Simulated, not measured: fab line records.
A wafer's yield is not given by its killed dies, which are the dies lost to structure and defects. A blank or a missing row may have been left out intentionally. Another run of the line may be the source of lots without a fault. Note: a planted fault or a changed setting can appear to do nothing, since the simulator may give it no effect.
Which of the tools did it? | flow sky130 | Sampling: 12 lots, 36 wafers, 5 of 708 route steps

## WHAT THE GAUGES READ, wafer by wafer
SKY_NWELL_OVL_MEAS_10. Usual: NWELL_00_OVL typically reads -1.9 nm, with standard deviation 1.4.
lot  | measured    | on         | NWELL_00_OVL (nm) | flag
L624 | day 4 13:39 | overlay-01 | -2.0 -2.0 -1.6    |
L626 | day 4 22:10 | overlay-01 | -1.8 0.1 -0.4     |
L629 | day 6 06:59 | overlay-01 | -1.2 -0.8 -0.8    |
L630 | day 6 07:31 | overlay-02 | -1.5 1.0 0.8      |
L632 | day 6 15:17 | overlay-02 | -2.5 -1.8 -2.7    |
L634 | day 7 05:59 | overlay-02 | -1.1 -0.5 -2.1    |
L638 | day 8 00:19 | overlay-02 | -1.1 -2.5 -0.5    |
L639 | day 8 04:26 | overlay-02 | -2.2 -1.0 -1.4    |
L640 | day 8 12:29 | overlay-02 | -1.7 -2.4 -2.5    |
L641 | day 8 19:25 | overlay-02 | -4.0 -3.1 -2.5    |
L642 | day 9 00:32 | overlay-01 | -2.7 -4.1 -1.5    |
L643 | day 9 07:08 | overlay-01 | -4.4 -1.8 -4.4    |

SKY_NWELL_TW_MEAS_26. Usual: NWELL_2_TW typically reads 495, with standard deviation 5.3.
lot  | measured     | on            | NWELL_2_TW              | flag
L624 | day 5 07:50  | film_metro-01 | 492 491 489             |
L626 | day 5 17:00  | film_metro-04 | 500 495 500             |
L629 | day 7 03:11  | film_metro-02 | 497 501 502             |
L630 | day 7 04:03  | film_metro-04 | 503 501 501             |
L632 | day 7 11:16  | film_metro-01 | 488 488 488             |
L634 | day 8 03:10  | film_metro-02 | 499 496 499             |
L638 | day 8 22:26  | film_metro-04 | 499 502 495             |
L639 | day 9 02:14  | film_metro-01 | 489 488 486             |
L640 | day 9 10:55  | film_metro-04 | 831 831 834 832 828 830 | OFF
L641 | day 9 17:20  | film_metro-02 | 833 838 831 836 833 830 | OFF
L642 | day 9 23:16  | film_metro-01 | 491 491 489             |
L643 | day 10 04:11 | film_metro-01 | 823 820 823 822 824 823 | OFF

## TOOL THAT RAN EACH LOT (tool first, then ch and the chambers of the sampled wafers, then the start)
lot  | SKY_FIELD_ISO_STRIP_16              | SKY_PWDE_STRIP_09                   | SKY_NWELL_IMPLANT_24
L624 | plasma_asher-02 ch 0,1, day 2 04:49 | plasma_asher-01 ch 1, day 3 21:05   | implanter-02 ch 0, day 5 07:35
L626 | plasma_asher-03 ch 0,1, day 2 15:38 | plasma_asher-02 ch 0,1, day 4 04:49 | implanter-03 ch 0, day 5 16:46
L629 | plasma_asher-03 ch 1, day 3 08:02   | plasma_asher-01 ch 0,1, day 5 12:13 | implanter-02 ch 0, day 7 02:57
L630 | plasma_asher-03 ch 0,1, day 3 12:58 | plasma_asher-02 ch 1, day 5 12:34   | implanter-04 ch 0, day 7 03:49
L632 | plasma_asher-04 ch 0,1, day 4 00:49 | plasma_asher-03 ch 0,1, day 5 20:14 | implanter-02 ch 0, day 7 11:01
L634 | plasma_asher-02 ch 0,1, day 4 13:07 | plasma_asher-03 ch 0,1, day 6 10:14 | implanter-02 ch 0, day 8 02:55
L638 | plasma_asher-03 ch 0,1, day 5 05:59 | plasma_asher-02 ch 0, day 7 04:20   | implanter-04 ch 0, day 8 22:12
L639 | plasma_asher-02 ch 0,1, day 5 10:01 | plasma_asher-02 ch 0, day 7 07:43   | implanter-04 ch 0, day 9 01:59
L640 | plasma_asher-02 ch 0,1, day 5 16:52 | plasma_asher-03 ch 0,1, day 7 15:45 | implanter-04 ch 0, day 9 10:40
L641 | plasma_asher-03 ch 0,1, day 5 23:05 | plasma_asher-02 ch 0,1, day 7 22:05 | implanter-04 ch 0, day 9 17:07
L642 | plasma_asher-03 ch 0,1, day 6 03:07 | plasma_asher-01 ch 0,1, day 8 03:06 | implanter-02 ch 0, day 9 23:01
L643 | plasma_asher-04 ch 0,1, day 6 09:26 | plasma_asher-01 ch 0,1, day 8 09:43 | implanter-04 ch 0, day 10 03:58
- SKY_FIELD_ISO_STRIP_16: strips in O2/N2.
- SKY_PWDE_STRIP_09: strips in O2/N2.
- SKY_NWELL_IMPLANT_24

## AS READ BY THE TOOLS THEMSELVES (means over the sampled wafers that have a number; for cases with no such wafer, the mark the record gives instead)
SKY_FIELD_ISO_STRIP_16. Usual: drypump_motor_current_A 5.7 A, standard deviation 0.37; oes_product_au 0.378 a.u., standard deviation 0.0049; strip_time_to_endpoint_s 3.55 s, standard deviation 0.032.
lot  | tool            | drypump_motor_current_A (A) | oes_product_au (a.u.) | strip_time_to_endpoint_s (s) | flag
L624 | plasma_asher-02 | 5.5                         | 0.384                 | 3.57                         |
L626 | plasma_asher-03 | 5.6                         | 0.379                 | 3.55                         |
L629 | plasma_asher-03 | 5.7                         | 0.374                 | 3.58                         |
L630 | plasma_asher-03 | 5.6                         | 0.381                 | 3.57                         |
L632 | plasma_asher-04 | 6.2                         | 0.373                 | 3.54                         |
L634 | plasma_asher-02 | 5.3                         | 0.373                 | 3.59                         |
L638 | plasma_asher-03 | 5.6                         | 0.379                 | 3.59                         |
L639 | plasma_asher-02 | 5.5                         | 0.379                 | 3.54                         |
L640 | plasma_asher-02 | 5.3                         | 0.383                 | 3.54                         |
L641 | plasma_asher-03 | 5.6                         | 0.374                 | 3.49                         |
L642 | plasma_asher-03 | 5.7                         | 0.381                 | 3.54                         |
L643 | plasma_asher-04 | 6.3                         | 0.377                 | 3.54                         |

SKY_PWDE_STRIP_09. Usual: drypump_motor_current_A 5.50 A, standard deviation 0.23; oes_product_au 0.722 a.u., standard deviation 0.0042; strip_time_to_endpoint_s 36.95 s, standard deviation 0.13.
lot  | tool            | drypump_motor_current_A (A) | oes_product_au (a.u.) | strip_time_to_endpoint_s (s) | flag
L624 | plasma_asher-01 | 5.70                        | 0.724                 | 37.01                        |
L626 | plasma_asher-02 | 5.28                        | 0.720                 | 36.93                        |
L629 | plasma_asher-01 | 5.55                        | 0.721                 | 37.11                        |
L630 | plasma_asher-02 | 5.08                        | 0.719                 | 36.85                        |
L632 | plasma_asher-03 | 5.63                        | 0.720                 | 37.07                        |
L634 | plasma_asher-03 | 5.65                        | 0.726                 | 36.85                        |
L638 | plasma_asher-02 | 5.67                        | 0.723                 | 37.02                        |
L639 | plasma_asher-02 | 5.68                        | 0.723                 | 36.95                        |
L640 | plasma_asher-03 | 5.59                        | 0.725                 | 37.01                        |
L641 | plasma_asher-02 | 5.28                        | 0.726                 | 36.96                        |
L642 | plasma_asher-01 | 5.38                        | 0.721                 | 36.90                        |
L643 | plasma_asher-01 | 5.39                        | 0.718                 | 37.14                        |

SKY_NWELL_IMPLANT_24. Usual: beam_energy_keV 141.00, standard deviation 0.044; dose_ions_cm2 9.198e+12, standard deviation 9e+09; faraday_current_uA 51.9, standard deviation 1.1.
lot  | tool         | beam_energy_keV | dose_ions_cm2 | faraday_current_uA | flag
L624 | implanter-02 | 141.04          | 9.194e+12     | 52.4               |
L626 | implanter-03 | 141.03          | 9.195e+12     | 52.3               |
L629 | implanter-02 | 141.02          | 9.197e+12     | 51.9               |
L630 | implanter-04 | 140.96          | 9.199e+12     | 52.4               |
L632 | implanter-02 | 141.08          | 9.203e+12     | 52.1               |
L634 | implanter-02 | 140.96          | 9.202e+12     | 52.9               |
L638 | implanter-04 | 140.98          | 9.214e+12     | 51.8               |
L639 | implanter-04 | 141.08          | 9.193e+12     | 51.4               |
L640 | implanter-04 | 140.99          | 4.695e+13     | 261.5              | OFF
L641 | implanter-04 | 141.00          | 4.696e+13     | 264.2              | OFF
L642 | implanter-02 | 140.98          | 9.190e+12     | 51.7               |
L643 | implanter-04 | 140.99          | 4.697e+13     | 257.7              | OFF

## THE ANSWER, worked out from the rows above alone
Rule: a lot counts as off when the mean over its wafers that have a number is more than 3 standard deviations away from the usual mean. A lot without any number at a reading at which 4 lots or more have one is off too. All remaining lots with rows at the step are treated as sound. Order of review: gauges by route order, followed by the tools' own readings, for which a lot's mean as printed above is used. The first step at which some lot is off is used, and at that step the reading that is off furthest; a lot without a number counts as furthest.
Off: L640, L641, L643, seen at SKY_NWELL_TW_MEAS_26 (NWELL_2_TW).
A tool fits if, at a process step before that reading, it ran every lot that is off, and no sound lot after the first of them. Not tried: the gauges at SKY_NWELL_TW_MEAS_26; whatever is off there is also off at SKY_NWELL_IMPLANT_24, on other tools, and gauge error can't account for it. One candidate fits, namely implanter-04 at SKY_NWELL_IMPLANT_24. Its last sound lot is L639 (day 9 01:59), its first lot that is off L640 (day 9 10:40): a fault that began between those two fits.
The tool's own readings at SKY_NWELL_IMPLANT_24 bear it out: on the lots that are off they differ by more than 5 times the standard deviation of the sound lots' means. dose_ions_cm2 reads 4.696e+13 there against 9.199e+12 on the sound lots; faraday_current_uA reads 261.1 there against 52.1 on the sound lots.

## WHAT THE SIMULATOR PUT IN
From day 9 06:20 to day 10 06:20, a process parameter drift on implanter-04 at SKY_NWELL_IMPLANT_24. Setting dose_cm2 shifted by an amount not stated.
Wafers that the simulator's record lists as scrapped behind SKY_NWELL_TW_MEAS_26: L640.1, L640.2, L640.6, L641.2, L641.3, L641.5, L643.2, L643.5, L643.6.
Shown lots that were struck: L640, L641, L643. The rule above reached the same finding.
